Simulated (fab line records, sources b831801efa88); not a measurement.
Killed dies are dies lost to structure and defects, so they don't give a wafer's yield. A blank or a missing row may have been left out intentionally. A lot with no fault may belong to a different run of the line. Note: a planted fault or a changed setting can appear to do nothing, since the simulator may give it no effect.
Lot-split experiment ; flow gf180mcu ; 23 wafers read from 5 lots, route of 602 steps

== ON THE SPLIT ==
At GF_DNWELL_COAT_02 (resist thk 3000 nm), the setting spin rpm was moved away from the recipe's 2000 rpm on 6 of the 23 wafers read, by -3.6% to +7.3%. This setting was run at the recipe's value on the other wafers.

== FROM THE SPLIT TO THE READING: what the file shows between them, 3 steps ==
- GF_DNWELL_SOFTBAKE_03
- GF_DNWELL_EXPOSE_04: exposes mask DNWELL, target cd 1700 nm
- GF_DNWELL_PEB_05

== THE READING ==
coat_of_DNWELL_COAT_02.thk nm (the simulator's own value, which no gauge read), in nm, at GF_DNWELL_DEVELOP_06 (develop time 60 s). No usual value for it is given in the file. Across the 17 wafers here that went through the recipe, the average is 2998 nm and the standard deviation 6.2 nm.

wafer;tool, chamber at the split;spin rpm as run, rpm;against the recipe;coat_of_DNWELL_COAT_02.thk nm, nm;against lot-mates on the recipe
L074.1;litho track-03, 0;2000;recipe;2996;-
L074.2;litho track-03, 0;2000;recipe;2996;-
L074.3;litho track-03, 0;2000;recipe;3000;-
L074.4;litho track-03, 0;2000;recipe;3003;-
L074.5;litho track-03, 0;2000;recipe;2992;-
L077.1;litho track-04, 0;1928;-3.6%;3064;+64
L077.2;litho track-04, 0;1928;-3.6%;3047;+47
L077.4;litho track-04, 0;2000;recipe;2999;-
L077.5;litho track-04, 0;1928;-3.6%;3041;+41
L077.6;litho track-04, 0;2000;recipe;3001;-
L081.1;litho track-02, 0;2145;+7.3%;2894;-96
L081.6;litho track-02, 0;2145;+7.3%;2894;-96
L081.2;litho track-02, 0;2000;recipe;2984;-
L081.3;litho track-02, 0;2000;recipe;2995;-
L081.5;litho track-02, 0;2145;+7.3%;2891;-98
L082.2;litho track-02, 0;2000;recipe;2996;-
L082.5;litho track-02, 0;2000;recipe;2996;-
L082.3;litho track-02, 0;2000;recipe;2992;-
L084.1;litho track-02, 0;2000;recipe;3009;-
L084.2;litho track-02, 0;2000;recipe;3006;-
L084.3;litho track-02, 0;2000;recipe;2992;-
L084.4;litho track-02, 0;2000;recipe;3008;-
L084.5;litho track-02, 0;2000;recipe;3001;-

FIT RESULTS
A straight line over all 23 wafers: coat_of_DNWELL_COAT_02.thk nm changes by -14.5 nm for each +1% of spin rpm; r = -0.99; the points scatter about the line by 6.7 nm.
The same after taking each lot's own level away (the mean of its wafers on the recipe; 23 wafers): -13.5 nm for each +1%; r = -0.99; scatter 5.5 nm.
According to that fit, moving spin rpm by its largest amount changes the reading by 98 nm.
The lots' own levels span 2989.5 to 3003.2 nm, that is 2.2 times the standard deviation above.
Consequently the slope shifts little with the lot-to-lot level, the two slopes agreeing.
Check: for one of the wafers moved furthest among these (+7.3%), held out of the fit, the line's prediction against its lot-mates is -98.1 nm. It came out at -95.5 nm against them.

== FURTHER SPLITS ON THESE WAFERS ==
These wafers also went through other splits before the reading. Each is held against what the fit with the lots' levels taken away leaves over:
other split on the same wafers;wafers away from the commonest value;r with coat_of_DNWELL_COAT_02.thk nm (lot level and that fit taken away)
GF_STI_OXIDATION_01 temp c;18;+0.09
GF_STI_PEB_10 peb temp c;12;-0.32

== THE WHOLE CHAIN: every reading that the file lists as answering this split, in the file's order ==
step;what it does;reading;change (the file's fit);r (the file's)
GF_DNWELL_COAT_02;resist thk 3000 nm;coat_of_DNWELL_COAT_02.thk nm (the simulator's own value, which no gauge read);-13.4 nm for each +1% of the setting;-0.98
GF_DNWELL_DEVELOP_06;develop time 60 s;coat_of_DNWELL_COAT_02.thk nm (the simulator's own value, which no gauge read);-13.5 nm for each +1% of the setting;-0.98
GF_DNWELL_STRIP_08;strips in O2/N2;strip time to endpoint s;withheld for each +1% of the setting, in a fit together with platen temp c@DNWELL_STRIP_08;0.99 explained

== FILE'S OWN FIT ==
coat_of_DNWELL_COAT_02.thk nm changes by -13.5 nm for each +1% of spin rpm, r = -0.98.
